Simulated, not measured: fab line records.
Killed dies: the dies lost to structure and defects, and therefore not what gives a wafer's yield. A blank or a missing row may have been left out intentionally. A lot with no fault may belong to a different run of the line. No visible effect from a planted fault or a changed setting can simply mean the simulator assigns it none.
Commonality check across tools | flow gf180mcu | 11 lots, 32 wafers sampled

## WHAT PROMPTED THE OPENING
GF_V1_RS_MEAS_24, reading V1_W_RS: flagged on 1 of 11 lots. No-fault wafers: 0.326 ohm/sq, standard deviation 0.0048.
Rule: a lot is flagged when every wafer of it that has a number lies more than 4 standard deviations from that mean, or none has a number. The other lots count as sound.

lot  | measured     | on            | V1_W_RS (ohm/sq), wafer by wafer | flag
L478 | day 17 21:35 | film metro-02 | 0.335 0.327 0.331                |
L479 | day 18 00:41 | film metro-04 | 0.333 0.330 0.325                |
L481 | day 19 03:34 | film metro-02 | 0.322 0.324 0.322                |
L482 | day 19 12:50 | film metro-04 | 0.332 0.321 0.325                |
L483 | day 19 20:02 | film metro-04 | 0.329 0.332 0.331                |
L485 | day 20 17:23 | film metro-02 | 0.318 0.314 0.315                |
L487 | day 21 08:19 | film metro-02 | 0.326 0.329 0.328                |
L489 | day 21 23:22 | film metro-04 | 0.320 0.319 0.329                |
L490 | day 22 19:28 | film metro-04 | 0.329 0.331 0.332                |
L491 | day 23 00:49 | film metro-01 | 0.330 0.333 0.334                |
L501 | day 26 10:40 | film metro-02 | 0.238 0.237                      | FLAGGED
The mean of the flagged lots' numbers is 0.237 ohm/sq, -0.089 ohm/sq from the usual (-18 standard deviations).

## WHICH TOOL EACH LOT WENT THROUGH
The record holds 2 process steps before the reading, out of a route of 602 steps. Read each cell as the tool, then ch plus the chambers that the sampled wafers visited, then the start.
lot  | flag    | GF_M1_SPUTTER_04             | GF_V1_CVD_23
L478 |         | pvd sputter-04, day 15 21:58 | cvd w-02 ch 0,1, day 17 21:28
L479 |         | pvd sputter-03, day 16 01:13 | cvd w-02 ch 0,1, day 18 00:33
L481 |         | pvd sputter-03, day 17 03:08 | cvd w-01 ch 0,1, day 19 03:27
L482 |         | pvd sputter-02, day 17 10:40 | cvd w-02 ch 0,1, day 19 12:43
L483 |         | pvd sputter-04, day 17 17:26 | cvd w-01 ch 0,1, day 19 19:55
L485 |         | pvd sputter-02, day 18 13:34 | cvd w-02 ch 0, day 20 17:10
L487 |         | pvd sputter-04, day 19 04:32 | cvd w-01 ch 0,1, day 21 08:12
L489 |         | pvd sputter-04, day 19 21:12 | cvd w-02 ch 0,1, day 21 23:14
L490 |         | pvd sputter-04, day 20 17:18 | cvd w-01 ch 0,1, day 22 19:21
L491 |         | pvd sputter-03, day 20 23:16 | cvd w-01 ch 0,1, day 23 00:42
L501 | FLAGGED | pvd sputter-03, day 24 12:49 | cvd w-02 ch 0, day 26 10:32
What the steps here do:
- GF_M1_SPUTTER_04: material TiN, target thk 50 nm, time 41.7 s.
- GF_V1_CVD_23: deposits W, target thk 350 nm, time 105.05 s.
- GF_V1_RS_MEAS_24: measures by four-point-probe.

## FLAGGED OVER TOTAL, TOOL BY TOOL (the gauges that took the reading come last)
step             | tool           | lots run | flagged | share of the flagged lots | sound lots run after its first flagged lot
GF_M1_SPUTTER_04 | pvd sputter-02 | 2        | 0       | none                      | -
GF_M1_SPUTTER_04 | pvd sputter-03 | 4        | 1       | all                       | 0
GF_M1_SPUTTER_04 | pvd sputter-04 | 5        | 0       | none                      | -
GF_V1_CVD_23     | cvd w-01       | 5        | 0       | none                      | -
GF_V1_CVD_23     | cvd w-02       | 6        | 1       | all                       | 0
GF_V1_RS_MEAS_24 | film metro-01  | 1        | 0       | none                      | -
GF_V1_RS_MEAS_24 | film metro-02  | 5        | 1       | all                       | 0
GF_V1_RS_MEAS_24 | film metro-04  | 5        | 0       | none                      | -

## WHAT THE TABLE ALLOWS
pvd sputter-03 at GF_M1_SPUTTER_04, cvd w-02 at GF_V1_CVD_23 and film metro-02 at GF_V1_RS_MEAS_24: these 3 rows of the table ran every flagged lot.
- pvd sputter-03 at GF_M1_SPUTTER_04: 1 of its 4 lots flagged. It ran its last sound lot, L491, at day 20 23:16 and its first flagged lot, L501, at day 24 12:49: a fault with its onset between the two fits.
- cvd w-02 at GF_V1_CVD_23: 1 of its 6 lots flagged. It ran its last sound lot, L489, at day 21 23:14 and its first flagged lot, L501, at day 26 10:32: a fault with its onset between the two fits.
- film metro-02 at GF_V1_RS_MEAS_24: 1 of its 5 lots flagged. It ran its last sound lot, L487, at day 21 08:19 and its first flagged lot, L501, at day 26 10:40: a fault with its onset between the two fits.
A lot count leaves these 3 tools indistinguishable: every one of them fits a fault beginning at some hour. More lots, or a look at what each step does to the wafer, might.

## WHAT HAD BEEN PUT IN BY THE SIMULATOR
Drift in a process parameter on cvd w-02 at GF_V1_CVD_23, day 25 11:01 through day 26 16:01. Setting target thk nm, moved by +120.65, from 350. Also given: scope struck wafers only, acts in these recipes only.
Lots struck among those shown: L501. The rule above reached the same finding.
